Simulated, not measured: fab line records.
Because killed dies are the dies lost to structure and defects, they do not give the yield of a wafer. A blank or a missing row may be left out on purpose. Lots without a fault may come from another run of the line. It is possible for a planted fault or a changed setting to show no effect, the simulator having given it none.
fab line records | flow sky130 | part 1 of 2: steps 1 to 31 of 43
record: lots: 5 wafers: 15 lastDay: 49
route steps=708 shown METAL2@504 VIA2@507 METAL3@532 CAPM@537
lots that met no fault: taken from a fault-free run of the same line
startH: hours from the record's opening day to when the first of the lot's shown wafers began | waitH: how many hours have passed since the lot's step before this one | " unchanged from the row above | L1.1+2: a single row standing in for several wafers | - no value present, or no start provided | * or withheld: withheld | < > ~ a bound
route shown NAME@n: a module of which the file shows steps, and the number in the route of the first | usual: average and standard deviation across the fault-free wafers | same: alike in all rows | chamber/n: place in a boat | sites: each site's reading | _std_site: how widely they spread, as a standard deviation | _edge_site: the outer-site mean with the inner-site mean subtracted | radiusMm: how far each site lies from the wafer's centre | mask NAME#n: copy n | behind: the last tool/chamber to shape the wafer | hold: reason for holding the lot/hours on hold/outcome of the hold | device: the n, p or np transistor that did not switch | end of line: the tests these same wafers got at the end of their route | for a step that has no rows: nothing shown but its recipe | killed: not the wafer's yield, but the dies lost to structure and defects at the first sort | map: a wafer's dies, marking killed ones x, the rest . and places with no die _
set.NAME: the setting as run; set.NAME@STEP: as run at that earlier step | model.NAME: the simulator's own value behind a step, which no gauge read
certain route steps with their lots: each step a table, each wafer a row
services: the hour from which a tool's chamber was out of use, counted from the record's first day as startH (under 0 if before that day), plus the number of hours and why
== steps ==
step: SKY_METAL2_STRIP_21
recipe: chemistry: postEtchResidueRemover timeS: 1200 tempC: 72.5
columns lot.wafer tool chamber startH waitH
L080.2+3+6 wetBench-04 2 867.93 0.1
L089.1+2+5 wetBench-01 3 928.23 0.1
L090.1+4+5 wetBench-02 1 928.39 0.1
L093.1+4+6 wetBench-04 0 954.62 0.1
L095.1+4+5 wetBench-02 1 966.28 0.1
step: SKY_METAL2_CLEAN_22
recipe: chemistry: IPA timeS: 180 tempC: 25
columns lot.wafer tool chamber startH waitH
L080.2+3+6 wetBench-01 3 868.27 0.0
L089.1+2+5 wetBench-04 3 928.57 0.0
L090.1+4+5 wetBench-04 2 928.77 0.0
L093.1+4+6 wetBench-02 3 954.97 0.0
L095.1+4+5 wetBench-01 2 966.62 0.0
step: SKY_METAL2_CLEAN_23
recipe: chemistry: O3/DIW dry: n2Spin
columns lot.wafer tool chamber startH waitH
L080.2+3+6 wetBench-02 1 868.33 0.0
L089.1+2+5 wetBench-01 1 928.63 0.0
L090.1+4+5 wetBench-01 0 928.83 0.0
L093.1+4+6 wetBench-04 1 955.02 0.0
L095.1+4+5 wetBench-04 2 966.68 0.0
step: SKY_VIA2_HDPCVD_00
recipe: material: SiO2 targetThkNm: 1180 sigmaOpenFrac: 0.3 timeS: 196.7 tempC: 400 sih4FlowSccm: 60 pressureMtorr: 6
columns lot.wafer tool chamber startH waitH
L080.2+3+6 hdpcvd-02 1,0,1 868.42 0.0
L089.1+2+5 hdpcvd-01 2,0,0 928.72 0.0
L090.1+4+5 hdpcvd-02 1,2,0 928.92 0.0
L093.1+4+6 hdpcvd-01 0,2,0 955.12 0.0
L095.1+4+5 hdpcvd-01 2,2,0 966.77 0.0
step: SKY_VIA2_THK_MEAS_01
recipe: reads: SiO2_of_VIA2_HDPCVD_00
usual: VIA2_HDPCVD_THK: 1180/14
columns lot.wafer tool chamber startH waitH VIA2_HDPCVD_THK[nm]
L080.2 filmMetro-01 - 868.55 0.1 1158
L080.3 " - " " 1174
L080.6 " - " " 1169
L089.1 filmMetro-02 - 928.84 0.1 1189
L089.2 " - " " 1188
L089.5 " - " " 1180
L090.1 filmMetro-03 - 929.04 0.1 1173
L090.4 " - " " 1197
L090.5 " - " " 1186
L093.1 filmMetro-01 - 955.24 0.1 1176
L093.4 " - " " 1203
L093.6 " - " " 1180
L095.1 filmMetro-02 - 966.90 0.1 1185
L095.4 " - " " 1183
L095.5 " - " " 1179
step: SKY_VIA2_CMP_02
recipe: material: SiO2 downForcePsi: 4 platenRpm: 60 padVelocityMS: 0.94248
usual: motorCurrentA: 12.0/1.1
columns lot.wafer tool chamber startH waitH motorCurrentA
L080.3 cmp-01 0 868.60 0.0 12.3
L080.2 " 2 " " 12.4
L080.6 " 1 " " 10.6
L089.1 cmp-01 0 928.95 0.1 13.0
L089.2 " 1 " " 10.5
L089.5 " 0 " " 11.9
L090.4 cmp-02 0 929.10 0.0 11.5
L090.1 " 3 " " 11.8
L090.5 " 0 " " 12.9
L093.1 cmp-01 3 955.35 0.1 12.8
L093.4 " 0 " " 11.9
L093.6 " 3 " " 12.5
L095.4 cmp-02 3 967.01 0.1 11.6
L095.1 " 1 " " 9.9
L095.5 " 3 " " 11.2
step: SKY_VIA2_BOW_MEAS_03
recipe: mode: bow
usual: VIA2_BOW: 87/7.2
columns lot.wafer tool chamber startH waitH VIA2_BOW[um]
L080.2 filmMetro-03 - 868.92 0.2 90
L080.3 " - " " 86
L080.6 " - " " 90
L089.1 filmMetro-01 - 929.20 0.2 94
L089.2 " - " " 89
L089.5 " - " " 89
L090.1 filmMetro-03 - 929.40 0.1 89
L090.4 " - " " 94
L090.5 " - " " 82
L093.1 filmMetro-02 - 955.60 0.2 96
L093.4 " - " " 84
L093.6 " - " " 85
L095.1 filmMetro-02 - 967.26 0.1 94
L095.4 " - " " 92
L095.5 " - " " 89
step: SKY_VIA2_DEHYDRATE_04
recipe: tempC: 200 timeS: 60
columns lot.wafer tool chamber startH waitH
L080.2+3+6 lithoTrack-03 0 880.36 11.4
L089.1+2+5 lithoTrack-02 0 940.78 11.6
L090.1+4+5 lithoTrack-04 0 941.09 11.7
L093.1+4+6 lithoTrack-02 0 967.53 11.9
L095.1+4+5 lithoTrack-04 0 978.74 11.5
step: SKY_VIA2_HMDS_05
recipe: primeTimeS: 60 primeTempC: 120
columns lot.wafer tool chamber startH waitH
L080.2+3+6 lithoTrack-03 0 880.51 0.1
L089.1+2+5 lithoTrack-02 0 940.93 0.1
L090.1+4+5 lithoTrack-04 0 941.24 0.1
L093.1+4+6 lithoTrack-02 0 967.68 0.1
L095.1+4+5 lithoTrack-04 0 978.89 0.1
step: SKY_VIA2_COAT_06
recipe: resist: BARC tempC: withheld timeS: withheld spinRpm: 3000 resistThkNm: 59.41
columns lot.wafer tool chamber startH waitH
L080.2+3+6 lithoTrack-03 0 880.66 0.1
L089.1+2+5 lithoTrack-02 0 941.08 0.1
L090.1+4+5 lithoTrack-04 0 941.39 0.1
L093.1+4+6 lithoTrack-02 0 967.83 0.1
L095.1+4+5 lithoTrack-04 0 979.04 0.1
step: SKY_VIA2_COAT_07
recipe: resist: KrF-thick spinRpm: 3000 resistThkNm: 450
columns lot.wafer tool chamber startH waitH
L080.2+3+6 lithoTrack-03 0 - -
L089.1+2+5 lithoTrack-02 0 - -
L090.1+4+5 lithoTrack-04 0 - -
L093.1+4+6 lithoTrack-02 0 - -
L095.1+4+5 lithoTrack-04 0 - -
step: SKY_VIA2_SOFTBAKE_08
recipe: tempC: 100 timeS: 90 resist: KrF-thick
columns lot.wafer tool chamber startH waitH
L080.2+3+6 lithoTrack-03 0 - -
L089.1+2+5 lithoTrack-02 0 - -
L090.1+4+5 lithoTrack-04 0 - -
L093.1+4+6 lithoTrack-02 0 - -
L095.1+4+5 lithoTrack-04 0 - -
step: SKY_VIA2_EXPOSE_09
recipe: maskId: VIM2 na: 0.8 sourceShape: annular sigmaInner: 0.55 sigmaOuter: 0.85 targetCdNm: 200 doseMj: 38
usual: exposureDoseMJCm2: 38.4/0.39
columns lot.wafer tool chamber startH waitH mask exposureDoseMJCm2
L080.2 krfScanner-02 0 - - VIM2#0 38.7
L080.3 " 0 " " VIM2#0 38.8
L080.6 " 0 " " VIM2#0 38.8
L089.1 krfScanner-01 0 - - VIM2#0 37.9
L089.2 " 0 " " VIM2#0 38.0
L089.5 " 0 " " VIM2#0 37.9
L090.1 krfScanner-02 0 - - VIM2#0 38.8
L090.4 " 0 " " VIM2#0 38.7
L090.5 " 0 " " VIM2#0 38.8
L093.1 krfScanner-02 0 - - VIM2#0 38.7
L093.4 " 0 " " VIM2#0 38.7
L093.6 " 0 " " VIM2#0 38.7
L095.1 krfScanner-02 0 - - VIM2#0 38.7
L095.4 " 0 " " VIM2#0 38.7
L095.5 " 0 " " VIM2#0 38.8
step: SKY_VIA2_PEB_10
recipe: pebTempC: withheld pebTimeS: withheld resist: KrF-thick
columns lot.wafer tool chamber startH waitH
L080.2+3+6 lithoTrack-02 0 - -
L089.1+2+5 lithoTrack-02 0 - -
L090.1+4+5 lithoTrack-04 0 - -
L093.1+4+6 lithoTrack-03 0 - -
L095.1+4+5 lithoTrack-03 0 - -
step: SKY_VIA2_DEVELOP_11
recipe: developTimeS: 60 resist: KrF-thick devTempC: 21
columns lot.wafer tool chamber startH waitH
L080.2+3+6 lithoTrack-02 0 - -
L089.1+2+5 lithoTrack-02 0 - -
L090.1+4+5 lithoTrack-04 0 - -
L093.1+4+6 lithoTrack-03 0 - -
L095.1+4+5 lithoTrack-03 0 - -
step: SKY_VIA2_CD_MEAS_12
recipe: targetCdNm: 200
usual: cdNm: 200.0/1.3
columns lot.wafer tool chamber startH waitH cdNm
L080.2 cdSem-02 - 894.90 - 197.7
L080.3 " - " " 199.0
L080.6 " - " " 198.3
L089.1 cdSem-02 - 953.23 - 199.2
L089.2 " - " " 200.2
L089.5 " - " " 199.0
L090.1 cdSem-01 - 953.49 - 199.5
L090.4 " - " " 199.9
L090.5 " - " " 198.5
L093.1 cdSem-01 - 980.18 - 201.9
L093.4 " - " " 201.8
L093.6 " - " " 202.5
L095.1 cdSem-01 - 991.53 - 200.3
L095.4 " - " " 200.2
L095.5 " - " " 200.9
step: SKY_VIA2_OVL_MEAS_13
usual: VIA2_OVL: -4/6
columns lot.wafer tool chamber startH waitH VIA2_OVL[nm]
L080.2 overlay-01 - 895.01 0.1 -4
L080.3 " - " " -9
L080.6 " - " " -5
L089.1 overlay-02 - 953.35 0.1 -3
L089.2 " - " " -7
L089.5 " - " " -7
L090.1 overlay-01 - 953.61 0.1 -1
L090.4 " - " " 1
L090.5 " - " " 1
L093.1 overlay-01 - 980.30 0.1 -4
L093.4 " - " " -1
L093.6 " - " " 0
L095.1 overlay-01 - 991.65 0.1 1
L095.4 " - " " -1
L095.5 " - " " 5
step: SKY_VIA2_ETCH_14
recipe: chemistry: N2/H2 target: BARC ionEnergyEv: 200 sourceW: 500 biasW: 100 pressureMtorr: 30 n2FlowSccm: 100 h2FlowSccm: 200 stopOn: SiO2 timeS: 45.9 targetDepthA: 600
usual: drypumpMotorCurrentA: 5.5/0.39 oesProductAu: 0.850/0.0048 throttleValvePct: 13.224/0.0098
columns lot.wafer tool chamber startH waitH drypumpMotorCurrentA oesProductAu rfHoursCounterH throttleValvePct
L080.2 rieDiel-02 0 895.04 0.0 5.8 0.847 29 13.215
L080.3 " 3 " " 5.5 0.851 3 13.229
L080.6 " 2 " " 5.4 0.852 - 13.208
L089.1 rieDiel-02 1 953.39 0.0 6.0 0.852 28 13.236
L089.2 " 2 " " 5.5 0.851 15 13.217
L089.5 " 2 " " 5.5 0.844 - 13.217
L090.1 rieDiel-01 3 953.64 0.0 5.4 0.852 6 13.220
L090.4 " 1 " " 6.1 0.845 5 13.210
L090.5 " 0 " " 4.8 0.850 - 13.229
L093.1 rieDiel-01 2 980.34 0.0 5.8 0.854 16 13.200
L093.4 " 0 " " 4.8 0.845 6 13.219
L093.6 " 2 " " 5.8 0.848 - 13.219
L095.1 rieDiel-03 2 991.69 0.0 5.8 0.855 16 13.229
L095.4 " 1 " " 5.1 0.856 18 13.231
L095.5 " 1 " " 5.1 0.850 - 13.240
step: SKY_VIA2_ETCH_15
recipe: target: SiO2 chemistry: C4F8/O2/Ar targetDepthNm: 546 stopOn: TiN maskMaterial: KrF-thick sourceW: 1500 biasW: 1200 pressureMtorr: 40 c4f8FlowSccm: withheld O2_flow_sccm: 6 Ar_flow_sccm: 300 timeS: 84
usual: oesProductAu: 0.940/0.0047
columns lot.wafer tool chamber startH waitH oesProductAu rfHoursCounterH
L080.2 rieDiel-02 0 895.08 0.0 0.934 29
L080.3 " 3 " " 0.943 3
L080.6 " 2 " " 0.946 -
L089.1 rieDiel-02 1 953.43 0.0 0.939 28
L089.2 " 2 " " 0.936 15
L089.5 " 2 " " 0.946 -
L090.1 rieDiel-01 3 953.68 0.0 0.945 6
L090.4 " 1 " " 0.945 5
L090.5 " 0 " " 0.938 -
L093.1 rieDiel-01 2 980.38 0.0 0.943 16
L093.4 " 0 " " 0.932 6
L093.6 " 2 " " 0.935 -
L095.1 rieDiel-03 2 991.73 0.0 0.940 16
L095.4 " 1 " " 0.935 18
L095.5 " 1 " " 0.939 -
step: SKY_VIA2_STRIP_16
recipe: chemistry: O2/N2 powerW: 1400 pressureMtorr: 1500 platenTempC: withheld o2FlowSccm: 3000 n2FlowSccm: 300 overashFraction: 0.5
usual: drypumpMotorCurrentA: 5.6/0.6 oesProductAu: 0.397/0.0049 stripTimeToEndpointS: 4.03/0.037
columns lot.wafer tool chamber startH waitH drypumpMotorCurrentA oesProductAu rfHoursCounterH stripTimeToEndpointS
L080.2 plasmaAsher-04 0 895.15 0.0 6.7 0.392 12 4.03
L080.3 " 1 " " 4.7 0.401 - 3.98
L080.6 " 0 " " 6.7 0.390 - 4.00
L089.1 plasmaAsher-03 0 953.50 0.0 5.8 0.403 54 3.99
L089.2 " 1 " " 5.5 0.395 54 4.04
L089.5 " 0 " " 5.8 0.407 - 4.03
L090.1 plasmaAsher-04 0 953.75 0.0 6.7 0.397 18 4.00
L090.4 " 0 " " 6.7 0.399 - 4.02
L090.5 " 1 " " 4.7 0.398 - 3.99
L093.1 plasmaAsher-02 0 980.44 0.0 5.2 0.405 116 4.04
L093.4 " 0 " " 5.1 0.395 - 3.99
L093.6 " 0 " " 5.1 0.399 - 4.06
L095.1 plasmaAsher-04 0 991.79 0.0 6.7 0.397 21 4.06
L095.4 " 1 " " 4.7 0.396 - 4.06
L095.5 " 1 " " 4.7 0.398 - 4.05
step: SKY_VIA2_STRIP_17
recipe: chemistry: postEtchResidueRemover timeS: 1200 tempC: 72.5
columns lot.wafer tool chamber startH waitH
L080.2+3+6 wetBench-02 3 895.25 0.1
L089.1+2+5 wetBench-03 1 953.60 0.1
L090.1+4+5 wetBench-02 0 953.85 0.1
L093.1+4+6 wetBench-03 3 980.54 0.1
L095.1+4+5 wetBench-02 1 991.89 0.1
step: SKY_VIA2_CLEAN_18
recipe: chemistry: IPA timeS: 180 tempC: 25
columns lot.wafer tool chamber startH waitH
L080.2+3+6 wetBench-01 2 895.59 0.0
L089.1+2+5 wetBench-01 0 953.94 0.0
L090.1+4+5 wetBench-01 0 954.19 0.0
L093.1+4+6 wetBench-01 2 980.92 0.0
L095.1+4+5 wetBench-01 1 992.27 0.0
step: SKY_VIA2_CLEAN_19
recipe: chemistry: O3/DIW dry: n2Spin
columns lot.wafer tool chamber startH waitH
L080.2+3+6 wetBench-02 0 895.65 0.0
L089.1+2+5 wetBench-03 2 954.00 0.0
L090.1+4+5 wetBench-03 0 954.25 0.0
L093.1+4+6 wetBench-03 1 980.98 0.0
L095.1+4+5 wetBench-03 2 992.32 0.0
step: SKY_VIA2_SPUTTER_20
recipe: material: TiN targetThkNm: 20 chamberPressurePa: 5 powerW: 4000 timeS: 80
usual: throttleValvePct: 30.2/1.4
columns lot.wafer tool chamber startH waitH throttleValvePct
L080.2 pvdSputter-04 - 895.74 0.0 30.5
L080.3 " - " " 30.2
L080.6 " - " " 31.5
L089.1 pvdSputter-01 - 954.09 0.0 32.1
L089.2 " - " " 27.3
L089.5 " - " " 32.3
L090.1 pvdSputter-04 - 954.34 0.0 31.5
L090.4 " - " " 30.4
L090.5 " - " " 31.8
L093.1 pvdSputter-01 - 981.08 0.0 29.3
L093.4 " - " " 27.5
L093.6 " - " " 29.6
L095.1 pvdSputter-03 - 992.42 0.0 31.8
L095.4 " - " " 31.1
L095.5 " - " " 30.7
step: SKY_VIA2_CVD_21
recipe: material: W targetThkNm: 420 timeS: 126.4 tempC: 400 pressureTorr: 40
usual: heaterPowerW: 851/56
columns lot.wafer tool chamber startH waitH heaterPowerW sinceWetCleanH
L080.2 cvdW-01 0 895.80 0.0 913 492
L080.3 " 1 " " 822 -
L080.6 " 0 " " 932 -
L089.1 cvdW-01 1 954.15 0.0 808 550
L089.2 " 0 " " 910 550
L089.5 " 0 " " 916 -
L090.1 cvdW-02 1 954.40 0.0 842 36
L090.4 " 0 " " 788 -
L090.5 " 0 " " 797 -
L093.1 cvdW-01 1 981.14 0.0 818 577
L093.4 " 1 " " 784 -
L093.6 " 1 " " 790 -
L095.1 cvdW-01 0 992.49 0.0 919 589
L095.4 " 0 " " 920 -
L095.5 " 0 " " 936 -
step: SKY_VIA2_RS_MEAS_22
recipe: thkMeasGauge: four-point-probe reads: W_of_VIA2_CVD_21+TiN_of_VIA2_SPUTTER_20
usual: VIA2_W_RS: 0.271/0.0042
columns lot.wafer tool chamber startH waitH VIA2_W_RS[ohm/sq]
L080.2 filmMetro-03 - 895.95 0.1 0.269
L080.3 " - " " 0.270
L080.6 " - " " 0.267
L089.1 filmMetro-03 - 954.28 0.1 0.272
L089.2 " - " " 0.269
L089.5 " - " " 0.272
L090.1 filmMetro-01 - 954.53 0.1 0.271
L090.4 " - " " 0.270
L090.5 " - " " 0.271
L093.1 filmMetro-03 - 981.27 0.1 0.276
L093.4 " - " " 0.278
L093.6 " - " " 0.272
L095.1 filmMetro-03 - 992.75 0.2 0.267
L095.4 " - " " 0.268
L095.5 " - " " 0.268
step: SKY_VIA2_THK_MEAS_23
recipe: thkMeasGauge: xrf reads: W_of_VIA2_CVD_21
usual: VIA2_W_THK: 426/7.5
columns lot.wafer tool chamber startH waitH VIA2_W_THK[nm]
L080.2 filmMetro-03 - 896.06 0.1 423
L080.3 " - " " 425
L080.6 " - " " 427
L089.1 filmMetro-03 - 954.40 0.1 422
L089.2 " - " " 424
L089.5 " - " " 423
L090.1 filmMetro-01 - 954.65 0.1 419
L090.4 " - " " 420
L090.5 " - " " 418
L093.1 filmMetro-03 - 981.39 0.1 418
L093.4 " - " " 418
L093.6 " - " " 423
L095.1 filmMetro-03 - 992.87 0.1 436
L095.4 " - " " 433
L095.5 " - " " 433
step: SKY_VIA2_CMP_24
recipe: stopOn: SiO2 tOverpolishS: 20 downForcePsi: 3.5 platenRpm: 60 targetThkNm: 0 padVelocityMS: 0.94248
usual: motorCurrentA: 10.9/1.1 overpolishRunS: 20.001/0.0091 timeToEndpointS: 103/4.5
columns lot.wafer tool chamber startH waitH motorCurrentA overpolishRunS timeToEndpointS
L080.2 cmp-01 0 896.16 0.1 10.7 20.005 110
L080.3 " 1 " " 9.3 20.001 107
L080.6 " 0 " " 12.5 19.975 114
L089.2 cmp-01 1 954.46 0.0 9.8 20.000 104
L089.1 " 2 " " 12.7 20.017 105
L089.5 " 1 " " 9.7 20.014 101
L090.4 cmp-02 3 954.71 0.0 10.4 19.992 103
L090.1 " 2 " " 12.0 20.008 108
L090.5 " 0 " " 10.4 19.994 106
L093.4 cmp-01 2 981.45 0.0 11.8 19.997 102
L093.1 " 3 " " 11.6 20.001 98
L093.6 " 3 " " 11.2 20.001 100
L095.4 cmp-01 3 992.93 0.0 11.3 20.000 102
L095.1 " 0 " " 11.5 19.987 108
L095.5 " 3 " " 12.1 20.004 99
step: SKY_METAL3_SPUTTER_00
recipe: material: Ti targetThkNm: 15 powerW: 3000 timeS: 10 chamberPressurePa: 0.4
usual: throttleValvePct: 30.1/1.4
columns lot.wafer tool chamber startH waitH throttleValvePct
L080.2 pvdSputter-03 - 896.41 0.2 30.4
L080.3 " - " " 31.4
L080.6 " - " " 31.6
L089.1 pvdSputter-02 - 954.76 0.2 30.3
L089.2 " - " " 31.8
L089.5 " - " " 30.3
L090.1 pvdSputter-02 - 955.01 0.1 30.7
L090.4 " - " " 30.2
L090.5 " - " " 31.5
L093.1 pvdSputter-02 - 981.75 0.2 31.6
L093.4 " - " " 30.6
L093.6 " - " " 30.6
L095.1 pvdSputter-01 - 993.23 0.2 32.4
L095.4 " - " " 29.6
L095.5 " - " " 32.3
step: SKY_METAL3_SPUTTER_01
recipe: material: TiN targetThkNm: 20 powerW: 6500 timeS: 16.7 chamberPressurePa: 0.4
usual: throttleValvePct: 30.1/1.5
columns lot.wafer tool chamber startH waitH throttleValvePct
L080.2 pvdSputter-03 - 896.43 0.0 30.2
L080.3 " - " " 31.0
L080.6 " - " " 31.4
L089.1 pvdSputter-02 - 954.78 0.0 30.8
L089.2 " - " " 31.6
L089.5 " - " " 30.4
L090.1 pvdSputter-02 - 955.03 0.0 30.5
L090.4 " - " " 30.2
L090.5 " - " " 31.8
L093.1 pvdSputter-02 - 981.77 0.0 31.8
L093.4 " - " " 30.5
L093.6 " - " " 30.4
L095.1 pvdSputter-01 - 993.25 0.0 32.3
L095.4 " - " " 29.2
L095.5 " - " " 31.7
step: SKY_METAL3_SPUTTER_02
recipe: material: AlCu targetThkNm: 735 powerW: 10600 timeS: 39.1 chamberPressurePa: 0.4
usual: throttleValvePct: 30.1/1.5
columns lot.wafer tool chamber startH waitH throttleValvePct
L080.2 pvdSputter-03 - 896.46 0.0 30.5
L080.3 " - " " 31.2
L080.6 " - " " 31.5
L089.1 pvdSputter-02 - 954.81 0.0 30.6
L089.2 " - " " 31.6
L089.5 " - " " 30.5
L090.1 pvdSputter-02 - 955.06 0.0 30.6
L090.4 " - " " 30.1
L090.5 " - " " 31.4
L093.1 pvdSputter-02 - 981.80 0.0 31.7
L093.4 " - " " 30.1
L093.6 " - " " 30.6
L095.1 pvdSputter-01 - 993.27 0.0 32.2
L095.4 " - " " 29.6
L095.5 " - " " 32.1
